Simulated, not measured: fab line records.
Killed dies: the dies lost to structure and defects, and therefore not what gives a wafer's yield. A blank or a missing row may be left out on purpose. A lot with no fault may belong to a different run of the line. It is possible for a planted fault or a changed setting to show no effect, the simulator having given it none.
Which tool was responsible? + flow gf180mcu + 39 wafers from 13 lots sampled at 5 of the route's 602 steps

== WHAT THE GAUGES SHOWED, per wafer ==
GF_STI_THK_MEAS_24. Usual: STI_CVD_23_THK typically reads 651 nm, with standard deviation 7.4.
| lot  | measured    | on            | STI_CVD_23_THK (nm) | flag |
|------|-------------|---------------|---------------------|------|
| L841 | day 2 03:23 | film metro-04 | 657 649 655         |      |
| L845 | day 2 23:56 | film metro-01 | 640 638 647         |      |
| L847 | day 3 09:45 | film metro-04 | 660 668 651         |      |
| L849 | day 3 21:13 | film metro-02 | 650 650 642         |      |
| L850 | day 4 02:13 | film metro-02 | 649 636 646         |      |
| L851 | day 4 07:15 | film metro-04 | 653 652 651         |      |
| L852 | day 4 12:50 | film metro-02 | 657 643 661         |      |
| L854 | day 5 02:00 | film metro-04 | 639 657 655         |      |
| L855 | day 5 05:25 | film metro-01 | 652 653 653         |      |
| L856 | day 5 09:30 | film metro-01 | 667 659 665         |      |
| L857 | day 5 16:47 | film metro-01 | 642 647 658         |      |
| L858 | day 5 22:59 | film metro-01 | 643 644 644         |      |
| L862 | day 6 17:47 | film metro-01 | 650 282 650         | OFF  |

GF_LVPWELL_OVL_MEAS_07. Usual: LVPWELL_OVL typically reads -0.6 nm, with standard deviation 1.5.
| lot  | measured    | on         | LVPWELL_OVL (nm) | flag |
|------|-------------|------------|------------------|------|
| L841 | day 3 20:45 | overlay-02 | -3.5 1.4 -1.7    |      |
| L845 | day 4 18:37 | overlay-01 | -0.5 -0.7 -0.4   |      |
| L847 | day 5 05:20 | overlay-01 | 0.9 -0.6 1.6     |      |
| L849 | day 5 17:29 | overlay-02 | 0.2 1.1 1.5      |      |
| L850 | day 5 23:05 | overlay-02 | -2.8 -3.5 -4.5   |      |
| L851 | day 6 04:41 | overlay-01 | 3.2 2.3 2.6      |      |
| L852 | day 6 10:16 | overlay-02 | -1.6 -2.1 -2.1   |      |
| L854 | day 7 03:24 | overlay-01 | 0.2 0.2 0.2      |      |
| L855 | day 7 04:46 | overlay-02 | -1.7 -0.6 -0.6   |      |
| L856 | day 7 07:56 | overlay-02 | -0.5 -0.2 -0.3   |      |
| L857 | day 7 17:15 | overlay-01 | -3.6 -1.1 -3.0   |      |
| L858 | day 7 23:41 | overlay-02 | 1.2 -0.4 1.0     |      |
| L862 | day 8 19:56 | overlay-02 | 0.5 -0.9         |      |

GF_MVSD_OVL_MEAS_07. Usual: MVSD_OVL typically reads -0.7 nm, with standard deviation 1.4.
| lot  | measured    | on         | MVSD_OVL (nm)  | flag |
|------|-------------|------------|----------------|------|
| L841 | day 4 10:27 | overlay-02 | -1.7 -3.3 -2.0 |      |
| L845 | day 5 08:12 | overlay-02 | -2.7 -2.7 -3.9 |      |
| L847 | day 5 20:19 | overlay-02 | -2.9 -1.9 -3.1 |      |
| L849 | day 6 08:03 | overlay-02 | 0.0 -0.7 -0.3  |      |
| L850 | day 6 14:06 | overlay-01 | 0.0 0.2 0.0    |      |
| L851 | day 6 19:58 | overlay-02 | -1.0 0.1 0.2   |      |
| L852 | day 7 01:42 | overlay-01 | 0.7 1.2 1.1    |      |
| L854 | day 7 18:56 | overlay-02 | 0.8 -0.4 0.3   |      |
| L855 | day 7 20:48 | overlay-01 | -0.9 -0.6 -0.5 |      |
| L856 | day 7 23:47 | overlay-01 | -2.6 0.2 0.0   |      |
| L857 | day 8 09:32 | overlay-02 | 0.1 -0.2 1.0   |      |
| L858 | day 8 16:12 | overlay-02 | -3.6 -1.8 -1.4 |      |
| L862 | day 9 13:48 | overlay-02 | -0.1 0.5       |      |

== WHICH TOOL RAN EACH LOT (tool, then ch and the chambers of the sampled wafers, then the start) ==
| lot  | GF_STI_CVD_23                   | GF_STI_CMP_25                |
|------|---------------------------------|------------------------------|
| L841 | hdpcvd-02 ch 0,1, day 2 03:18   | cmp-01 ch 0,2, day 2 03:29   |
| L845 | hdpcvd-01 ch 1,2, day 2 23:51   | cmp-01 ch 0,2, day 3 00:02   |
| L847 | hdpcvd-02 ch 0,1,2, day 3 09:40 | cmp-01 ch 2,3, day 3 09:50   |
| L849 | hdpcvd-01 ch 0,2, day 3 21:08   | cmp-02 ch 0,1,2, day 3 21:16 |
| L850 | hdpcvd-02 ch 1,2, day 4 02:09   | cmp-02 ch 2,3, day 4 02:17   |
| L851 | hdpcvd-02 ch 0,2, day 4 07:10   | cmp-02 ch 0,2,3, day 4 07:17 |
| L852 | hdpcvd-02 ch 0,1,2, day 4 12:45 | cmp-02 ch 0,1,2, day 4 12:59 |
| L854 | hdpcvd-01 ch 0,1, day 5 01:56   | cmp-01 ch 2,3, day 5 02:04   |
| L855 | hdpcvd-02 ch 0,2, day 5 05:20   | cmp-02 ch 1,2,3, day 5 05:31 |
| L856 | hdpcvd-02 ch 0,2, day 5 09:25   | cmp-02 ch 2,3, day 5 09:33   |
| L857 | hdpcvd-02 ch 0,1,2, day 5 16:42 | cmp-01 ch 0,1,2, day 5 16:56 |
| L858 | hdpcvd-01 ch 0,1,2, day 5 22:55 | cmp-02 ch 0,1, day 5 23:02   |
| L862 | hdpcvd-02 ch 1,2, day 6 17:42   | cmp-01 ch 1,2, day 6 17:50   |
- GF_STI_CVD_23: deposits SiO2, target thk 650 nm, time 108.3 s.
- GF_STI_CMP_25: polishes, stops on Si3N4, t overpolish 33 s, target thk 524.6 nm.

== WHAT THE TOOLS THEMSELVES READ (means of the sampled wafers that have a number; where no wafer has one, the mark that the record gives instead) ==
GF_STI_CVD_23. Usual: pressure mtorr reads 6.000 mTorr (standard deviation 0.013).
| lot  | tool      | pressure mtorr (mTorr) | flag |
|------|-----------|------------------------|------|
| L841 | hdpcvd-02 | 6.002                  |      |
| L845 | hdpcvd-01 | 6.002                  |      |
| L847 | hdpcvd-02 | 5.995                  |      |
| L849 | hdpcvd-01 | 5.996                  |      |
| L850 | hdpcvd-02 | 6.002                  |      |
| L851 | hdpcvd-02 | 5.988                  |      |
| L852 | hdpcvd-02 | 6.004                  |      |
| L854 | hdpcvd-01 | 6.004                  |      |
| L855 | hdpcvd-02 | 5.994                  |      |
| L856 | hdpcvd-02 | 5.987                  |      |
| L857 | hdpcvd-02 | 6.016                  |      |
| L858 | hdpcvd-01 | 5.988                  |      |
| L862 | hdpcvd-02 | 6.004                  |      |

GF_STI_CMP_25. Usual: motor current A 11.8 A, standard deviation 1; slurry flow ml min 150.0, standard deviation 0.44; time to endpoint s 122 s, standard deviation 4.8.
| lot  | tool   | motor current A (A) | slurry flow ml min | time to endpoint s (s) | flag |
|------|--------|---------------------|--------------------|------------------------|------|
| L841 | cmp-01 | 12.4                | 150.1              | 121                    |      |
| L845 | cmp-01 | 12.4                | 149.6              | 119                    |      |
| L847 | cmp-01 | 11.6                | 149.9              | 123                    |      |
| L849 | cmp-02 | 12.5                | 149.5              | 120                    |      |
| L850 | cmp-02 | 11.5                | 149.3              | 117                    |      |
| L851 | cmp-02 | 11.9                | 150.5              | 121                    |      |
| L852 | cmp-02 | 11.8                | 149.9              | 118                    |      |
| L854 | cmp-01 | 11.8                | 149.5              | 131                    |      |
| L855 | cmp-02 | 11.5                | 149.9              | 118                    |      |
| L856 | cmp-02 | 11.3                | 149.9              | 122                    |      |
| L857 | cmp-01 | 11.7                | 150.3              | 122                    |      |
| L858 | cmp-02 | 13.1                | 149.8              | 119                    |      |
| L862 | cmp-01 | 11.4                | 149.9              | 99                     | OFF  |

== THE ANSWER, worked out from the rows above alone ==
Rule: lot off if the mean of its wafers having a number is beyond 3 standard deviations from the usual mean. A lot without any number at a reading at which 4 lots or more have one is off too. All remaining lots with rows at the step are treated as sound. After the gauges, taken in route order, come the tools' own readings; for these a lot's mean is taken, as printed above. At the first step where some lot is off, the reading lying furthest off is the one used; lots without a number count as furthest.
Off: L862, at GF_STI_THK_MEAS_24 (STI_CVD_23_THK).
A tool fits if, at a process step before that reading, it ran every lot that is off, and no sound lot after the first of them. Not tried: the gauges at GF_STI_THK_MEAS_24; whatever is off there is also off at GF_STI_CMP_25, on other tools, and gauge error can't account for it. One fits: hdpcvd-02 at GF_STI_CVD_23. Its last sound lot is L857 (day 5 16:42), its first lot that is off L862 (day 6 17:42): a fault that began between those two fits.

== WHAT THE SIMULATOR HAD INSERTED ==
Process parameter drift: hdpcvd-02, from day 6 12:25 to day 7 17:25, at GF_STI_CVD_23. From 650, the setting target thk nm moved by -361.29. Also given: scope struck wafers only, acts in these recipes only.
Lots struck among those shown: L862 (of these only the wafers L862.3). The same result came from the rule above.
